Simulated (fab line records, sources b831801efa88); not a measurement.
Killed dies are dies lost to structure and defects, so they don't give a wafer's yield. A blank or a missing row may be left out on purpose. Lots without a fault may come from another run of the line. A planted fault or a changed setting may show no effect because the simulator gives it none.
Which tool did it? | flow sky130 | 12 lots, 36 wafers sampled, at 3 steps of a route of 708

WHAT THE GAUGES READ, wafer by wafer
SKY_METAL4_CD_MEAS_13: target cd 300 nm.
lot  | measured     | on        | cd_nm (nm)
L737 | day 42 03:32 | cd_sem-02 | 299.7 299.8 299.0
L740 | day 44 07:55 | cd_sem-02 | 300.0 299.1 299.6
L743 | day 44 11:01 | cd_sem-02 | 299.1 299.4 298.4
L742 | day 44 14:32 | cd_sem-02 | 299.7 298.5 298.6
L745 | day 44 14:52 | cd_sem-02 | 299.1 297.6 298.3
L746 | day 44 21:10 | cd_sem-01 | 300.8 299.3 298.2
L748 | day 45 13:50 | cd_sem-02 | 300.6 299.9 298.9
L750 | day 45 21:31 | cd_sem-02 | 300.9 301.4 301.5
L753 | day 47 02:50 | cd_sem-01 | 301.2 300.5 299.4
L754 | day 47 03:58 | cd_sem-02 | 301.5 301.4 301.7
L755 | day 47 04:35 | cd_sem-02 | 297.6 297.7 296.8
L758 | day 47 13:29 | cd_sem-01 | 298.8 299.9 299.1

SKY_VIA4_THK_MEAS_20: measures by xrf.
lot  | measured     | on            | VIA4_W_THK (nm)
L737 | day 43 04:32 | film_metro-01 | 524 516 513
L740 | day 45 08:15 | film_metro-03 | 520 509 522
L743 | day 45 11:56 | film_metro-04 | 519 520 518
L742 | day 45 15:14 | film_metro-03 | 521 511 515
L745 | day 45 15:40 | film_metro-01 | 519 523 521
L746 | day 45 20:59 | film_metro-01 | 514 518 512
L748 | day 46 13:07 | film_metro-03 | 522 529 526
L750 | day 46 19:44 | film_metro-04 | 521 528 521
L753 | day 48 01:31 | film_metro-04 | 529 519 531
L754 | day 48 02:18 | film_metro-01 | 525 517 518
L755 | day 48 04:38 | film_metro-03 | 516 514 510
L758 | day 48 11:35 | film_metro-01 | 522 512 512

WHICH TOOL RAN EACH LOT (tool, then ch and the chambers of the sampled wafers, then the start)
lot  | SKY_VIA4_ETCH_12
L737 | rie_diel-01 ch 0,3, day 43 03:27
L740 | rie_diel-01 ch 0,2,3, day 45 07:14
L743 | rie_diel-03 ch 1,2,3, day 45 10:39
L742 | rie_diel-01 ch 0,1,3, day 45 14:12
L745 | rie_diel-03 ch 1,2, day 45 14:38
L746 | rie_diel-01 ch 1,2,3, day 45 19:57
L748 | rie_diel-01 ch 0,1,3, day 46 12:07
L750 | rie_diel-03 ch 0,2,3, day 46 18:44
L753 | rie_diel-03 ch 0,2,3, day 48 00:16
L754 | rie_diel-01 ch 0,1,2, day 48 01:05
L755 | rie_diel-01 ch 0,1,2, day 48 02:52
L758 | rie_diel-03 ch 2,3, day 48 10:31
- SKY_VIA4_ETCH_12: etches SiO2 in C4F8/O2/Ar, stops on TiN, target depth 580 nm.

WHAT THE TOOLS THEMSELVES READ (means of the sampled wafers that have a number; where no wafer has one, the mark that the record gives instead)
SKY_VIA4_ETCH_12.
lot  | tool        | oes_product_au (a.u.) | rf_fwd_power_W (W)
L737 | rie_diel-01 | 0.925                 | 1492
L740 | rie_diel-01 | 0.921                 | 1489
L743 | rie_diel-03 | 0.927                 | 1490
L742 | rie_diel-01 | 0.929                 | 1495
L745 | rie_diel-03 | 0.928                 | 1494
L746 | rie_diel-01 | 0.927                 | 1489
L748 | rie_diel-01 | 0.927                 | 1489
L750 | rie_diel-03 | 0.928                 | 1489
L753 | rie_diel-03 | 0.924                 | 1487
L754 | rie_diel-01 | 0.925                 | 1491
L755 | rie_diel-01 | 0.925                 | 1486
L758 | rie_diel-03 | 0.928                 | 1489

THE ANSWER, worked out from the rows above alone
Rule: what is usual is taken from the lots themselves. Put in order of their means at a reading, lots are off if they are a third of the lots or fewer, leave a main group of 4 or more, and stand apart from it by a gap of 3 or more times the standard deviation of the main group's means; of several such gaps the widest counts. A main group whose means are all the same, to the digits that the tables above print for the reading, isn't used. A lot without any number at a reading at which 4 lots or more have one is off too. The other lots that the step has rows for count as sound. The gauges are gone through in route order, then the tools' own readings, and for those a lot's mean is taken as printed above. The first step at which some lot is off is used, and at that step the reading that is off furthest; a lot without a number counts as furthest.
No lot is off at any reading shown: from this, nothing can be told.

WHAT THE SIMULATOR HAD PUT IN
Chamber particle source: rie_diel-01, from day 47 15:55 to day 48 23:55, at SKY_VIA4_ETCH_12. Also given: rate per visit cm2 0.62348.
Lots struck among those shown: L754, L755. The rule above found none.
